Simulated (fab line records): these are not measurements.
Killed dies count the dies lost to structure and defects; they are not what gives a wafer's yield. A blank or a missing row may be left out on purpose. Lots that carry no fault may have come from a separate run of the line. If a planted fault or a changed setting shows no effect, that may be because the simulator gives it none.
Struck lot and sound lot, side by side | flow sky130 | 30 out of 708 route steps
Sound: these wafers, L524.3, L524.4, L524.5. Struck: wafers L534.2, L534.4, L534.6. The cause is given at the end.
Each step with rows lists, per side, the tool, then ch with its chambers, then its first start. Under that, the readings that differ: sound wafers | struck wafers | difference of the means | sigmas: that difference in standard deviations of wafers without a fault.
alike: readings whose means differ by less than 2 such deviations, and words and numbers that are the same on both sides. not compared: withheld readings, readings that some wafer has no value for, bounds like >300 that may hide the same value, and numbers for which the record gives no deviation and whose values overlap.
A row with sigmas, a row that says differs or no value, or rows on one side alone: a step with any of these is where the two part. Non-overlapping numbers with no deviation appear without sigmas and do not part them. A reading that every wafer of one side lacks parts them only if that side has two wafers or more.

SKY_PWDE_STRIP_09: strips in O2/N2.
  sound on plasmaAsher-02 ch 0,1, day 5 11:58; struck on plasmaAsher-02 ch 1, day 8 01:56
reading                  | sound             | struck            | difference | sigmas
stripTimeToEndpointS (s) | 37.16 37.09 36.97 | 36.71 36.81 36.77 | -0.31      | -3
  alike: drypumpMotorCurrentA, oesProductAu
  not compared: rfHoursCounterH
SKY_PWDE_TW_MEAS_10:
  sound on filmMetro-04, day 5 12:03; struck on filmMetro-02, day 8 02:02
  alike: PWDE_TW
then, 7 steps without rows for these wafers: SKY_NWELL_DEHYDRATE_03 (time 60 s); SKY_NWELL_HMDS_04 (prime time 60 s); SKY_NWELL_COAT_05 (resist thk 3059 nm); SKY_NWELL_SOFTBAKE_06; SKY_NWELL_EXPOSE_07 (exposes mask NWM, target cd 840 nm); SKY_NWELL_PEB_08; SKY_NWELL_DEVELOP_09 (develop time 60 s).
SKY_NWELL_OVL_MEAS_10:
  sound on overlay-02, day 6 07:19; struck on overlay-01, day 8 22:54
  alike: NWELL_00_OVL
then, 2 steps without rows for these wafers: SKY_NWELL_IMPLANT_11; SKY_NWELL_IMPLANT_12.
SKY_NWELL_IMPLANT_13:
  sound on implanter-01 ch 0, day 6 07:41; struck on implanter-03 ch 0, day 8 23:16
reading          | sound                         | struck                        | difference | sigmas
doseIonsCm2      | 6.995e+11 6.997e+11 7.005e+11 | 5.181e+11 5.181e+11 5.189e+11 | -1.815e+11 | -99 or more
faradayCurrentUA | 3.99 3.99 3.97                | 3.02 2.88 2.96                | -1.03      | -13
SKY_NWELL_STRIP_14: strips in O2/N2.
  sound on plasmaAsher-01 ch 0,1, day 6 07:49; struck on plasmaAsher-04 ch 0, day 8 23:23
  alike: drypumpMotorCurrentA, oesProductAu, stripTimeToEndpointS
  not compared: rfHoursCounterH
SKY_NWELL_TW_MEAS_15:
  sound on filmMetro-04, day 6 07:55; struck on filmMetro-02, day 8 23:29
  alike: NWELL_TW
then, 7 steps without rows for these wafers: SKY_NWELL_DEHYDRATE_16 (time 60 s); SKY_NWELL_HMDS_17 (prime time 60 s); SKY_NWELL_COAT_18 (resist thk 3000 nm); SKY_NWELL_SOFTBAKE_19; SKY_NWELL_EXPOSE_20 (exposes mask NWM COMPLEMENT, target cd 840 nm); SKY_NWELL_PEB_21; SKY_NWELL_DEVELOP_22 (develop time 60 s).
SKY_NWELL_OVL_MEAS_23:
  sound on overlay-02, day 7 03:46; struck on overlay-01, day 9 20:16
  alike: NWELL_01_OVL
next, for these wafers, 1 step has no rows: SKY_NWELL_IMPLANT_24.
SKY_NWELL_STRIP_25: strips in O2/N2.
  sound on plasmaAsher-02 ch 0,1, day 7 03:58; struck on plasmaAsher-04 ch 0,1, day 9 20:27
  alike: drypumpMotorCurrentA, oesProductAu, stripTimeToEndpointS
  not compared: rfHoursCounterH
SKY_NWELL_TW_MEAS_26:
  sound on filmMetro-03, day 7 04:04; struck on filmMetro-03, day 9 20:34
  alike: NWELL_2_TW
then, 1 step without rows for these wafers: SKY_NWELL_CLEAN_27 (cleans in SC1/SC2, time 150 s).
SKY_NWELL_RTA_28: time 30 s.
  sound on rtpAnneal-02 ch 0, day 7 04:11; struck on rtpAnneal-01 ch 0, day 9 20:41
reading        | sound                | struck               | difference | sigmas
annealTempCMax | 1053.4 1054.3 1054.9 | 1056.8 1056.5 1062.1 | +4.3       | +2
  alike: lampPowerPct, wafer_temp_C_max
SKY_NWELL_RS_MEAS_29: the measuring method here is four-point-probe.
  sound on filmMetro-04, day 7 04:17; struck on filmMetro-02, day 9 20:47
reading           | sound             | struck            | difference | sigmas
NWELL_RS (ohm/sq) | 616.2 619.0 617.9 | 625.9 624.7 624.2 | +7.2       | +5
-- the record jumps here: 41 days lie between the struck wafers' starts before and after (it left off in module NWELL and takes up again in module PAD_OPEN, whose first step shown is number 708 of the route) --
SKY_PAD_OPEN_PROBE_99:
  sound on prober-01, day 48 07:28; struck on prober-02, day 50 09:57
reading                               | sound                   | struck                  | difference | sigmas
model.etest.pfet_01v8_lvt.driveUaUm   | 173.8 168.8 170         | 178.6 177.9 177.9       | +7.3       | 
model.etest.pfetG5v0d10v5.offLog10AUm | -12.58 -12.85 -12.77    | -11.69 -11.51 -11.54    | +1.15      | 
model.etest.pfet_01v8_lvt.offLog10AUm | -8.968 -9.197 -9.12     | -8.065 -8.002 -8.107    | +1.037     | 
model.etest.pfetG5v0d10v5.vtSatV (V)  | -0.639 -0.6602 -0.6531  | -0.5554 -0.545 -0.5286  | +0.1078    | 
model.etest.pfet_16v.vtV (V)          | -1.12 -1.129 -1.124     | -1.006 -0.9993 -1.013   | +0.118     | 
model.etest.pfetG5v0d10v5.vtV (V)     | -0.8262 -0.8442 -0.8392 | -0.7551 -0.7429 -0.7361 | +0.0918    | 
model.etest.pfetG5v0d10v5.vtLongV (V) | -0.9412 -0.9485 -0.9456 | -0.8495 -0.8472 -0.8571 | +0.0938    | 
model.etest.pfet_01v8_lvt.vtSatV (V)  | -0.453 -0.4551 -0.4544  | -0.3679 -0.3684 -0.3732 | +0.0843    | 
  alike: killed_at_M0_to_M3, killed_at_M4_up, killedAtContacts, killedAtFrontEnd, killedAtOther, killedDies, killedOpen, killedShort

== WHERE THEY PART ==
Last at SKY_NWELL_RS_MEAS_29 as far as this record goes, first at SKY_PWDE_STRIP_09. Later steps at which nothing parts them and some readings are alike: SKY_PAD_OPEN_PROBE_99.

WHY: what the simulator had put in
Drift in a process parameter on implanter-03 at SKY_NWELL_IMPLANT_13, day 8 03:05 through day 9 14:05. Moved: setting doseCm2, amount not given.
